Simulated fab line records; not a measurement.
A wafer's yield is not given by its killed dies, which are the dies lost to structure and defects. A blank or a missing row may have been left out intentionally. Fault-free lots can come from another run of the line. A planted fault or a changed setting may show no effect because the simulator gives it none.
Problem report in the 8D (eight disciplines) form, filled by code | flow gf180mcu | the parts of the form that need people (team, actions taken, sign-off) are left out

== 1. WHAT IS WRONG ==
Across 6 wafers from 2 lots, HV_LDD_TW at GF_HV_LDD_TW_MEAS_11 averages 2308, while fault-free wafers read 2406 with a standard deviation of 13. That is -7.5 standard deviations from the usual mean.
Seen first at day 11 16:43 on film-metro-03, wafer L159.2. The record has a number at this step for 39 wafers belonging to 13 lots. Rule for "out" (also "out of limits"): further than 4 standard deviations from the usual mean. Any other wafer with a number is counted as sound.

== 2. WHAT IT IS, WHAT IT ISN'T ==
question                    | is                           | is not
which readings at this step | HV_LDD_TW                    | -
which lots                  | L159, L160                   | L154, L156, L157, L158, L169, L170, L171, L173, L175, L176, L177
which wafers of those lots  | all that have a number       | -
read on which gauges        | film-metro-01, film-metro-03 | film-metro-02
when                        | from day 11 16:43            | up to then (12 sound wafers); but 21 sound wafers of L169, L170, L171, L173, L175, L176, L177 came after

== 3. THE SUSPECTS, EACH WITH WHAT RULES IT OUT ==
Counting: a tool at any process step up to the reading remains a suspect when it ran all the lots that are out and ran no sound lot after the first of those.
- the gauge at GF_HV_LDD_TW_MEAS_11 is ruled out. Those wafers that are out were read across 2 gauges (film-metro-01, film-metro-03).
- implanter-01 at GF_HV_LDD_IMPLANT_09: kept. Every lot that is out went through it, starting with L159 (day 11 16:29), and after that it ran no sound lot; the last sound lot it ran before then is L158 (day 11 06:40). Out on those wafers are its own readings of dose-ions-cm2, faraday-current-uA.
After counting, what remains is implanter-01 at GF_HV_LDD_IMPLANT_09.

== 4. THE CAUSE (what the simulator had put in) ==
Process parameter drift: implanter-01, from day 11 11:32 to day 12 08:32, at GF_HV_LDD_IMPLANT_09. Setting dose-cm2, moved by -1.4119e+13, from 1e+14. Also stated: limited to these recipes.
This tool alone remained once counting was done.

== 5. THE CHAIN OF EFFECTS, in route order ==
Each row: a reading where the mean over the struck wafers with a number is more than 3 standard deviations away from the usual. Readings are gone through only where the record gives a usual standard deviation; hours: the median, over the lots, of the time from a lot's start at the first step in this table giving one to that lot's start at this step; sigmas: the change measured in usual standard deviations.
hours | step                 | reading            | usual        | on struck wafers | change      | sigmas
0     | GF_HV_LDD_IMPLANT_09 | dose-ions-cm2      | 1.0002e+14   | 8.5883e+13       | -1.4137e+13 | -99 or more
0     | GF_HV_LDD_IMPLANT_09 | faraday-current-uA | 565          | 489              | -76         | -6.3
0     | GF_HV_LDD_TW_MEAS_11 | HV_LDD_TW          | 2406         | 2308             | -98         | -7.5
61    | GF_HV_LDD_RS_MEAS_53 | HV_LDD_RS          | 417.5 ohm/sq | 446.2            | +28.7       | +30
The process steps in it:
- GF_HV_LDD_IMPLANT_09
At these later measuring or inspecting steps, every struck wafer for which the step has a row has a number for every such reading, and none has moved that far: GF_SAB_CD_MEAS_09, GF_V1_OVL_MEAS_15.

== 6. HOW IT WOULD HAVE BEEN CAUGHT EARLIER ==
Counted from the fault's start at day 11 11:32, it took 5 hours until the first out-of-limits reading at a measuring or inspecting step in this record, taken at day 11 16:43.
Tool's own readings at GF_HV_LDD_IMPLANT_09, dose-ions-cm2, faraday-current-uA: out on all struck wafers the step has rows for; an alarm limit on them would have tripped on the first.
Among the 2 lots that are out, L160 began GF_HV_LDD_IMPLANT_09 on implanter-01 after day 11 16:43. A tool hold placed at that time would have kept it from harm.
